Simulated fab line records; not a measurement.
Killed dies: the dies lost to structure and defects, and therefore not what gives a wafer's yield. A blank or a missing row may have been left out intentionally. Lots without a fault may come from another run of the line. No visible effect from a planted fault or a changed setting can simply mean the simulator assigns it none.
Which of the tools did it?    flow sky130    33 wafers sampled from 11 lots at 1 step of a route of 708

WHAT EACH GAUGE READ, for each wafer
SKY_VIA2_THK_MEAS_01.
lot   measured      on             VIA2_HDPCVD_THK (nm)
L567  day 35 11:26  film-metro-03  1168 1155 1155
L568  day 36 01:01  film-metro-01  1164 1162 1187
L569  day 36 03:22  film-metro-01  1185 1183 1195
L577  day 38 15:25  film-metro-03  1176 1153 1172
L579  day 39 01:37  film-metro-01  1197 1187 1186
L580  day 39 10:17  film-metro-01  1172 1167 1169
L581  day 39 21:18  film-metro-01  1185 1180 1182
L587  day 41 09:06  film-metro-04  1191 1186 1177
L588  day 42 03:25  film-metro-01  1219 1170 1182
L589  day 42 04:53  film-metro-04  1195 1184 1202
L590  day 42 05:22  film-metro-04  1226 1189 1191

WHAT TOOL EACH LOT RAN ON (gives the tool, then ch and the chambers of the sampled wafers, and finally the start)
There is no process step in the record ahead of these readings.

THE ANSWER, worked out from the rows above alone
Rule: the usual values come from the lots themselves. Put in order of their means at a reading, lots are off if they are a third of the lots or fewer, leave a main group of 4 or more, and stand apart from it by a gap of 3 or more times the standard deviation of the main group's means; of several such gaps the widest counts. The tables above print the reading to a certain number of digits; a main group whose means all agree to those digits is not used. A lot without any number at a reading at which 4 lots or more have one is off too. All remaining lots with rows at the step are treated as sound.
None of the lots is off at any reading shown; this tells nothing.

WHAT THE SIMULATOR PUT IN
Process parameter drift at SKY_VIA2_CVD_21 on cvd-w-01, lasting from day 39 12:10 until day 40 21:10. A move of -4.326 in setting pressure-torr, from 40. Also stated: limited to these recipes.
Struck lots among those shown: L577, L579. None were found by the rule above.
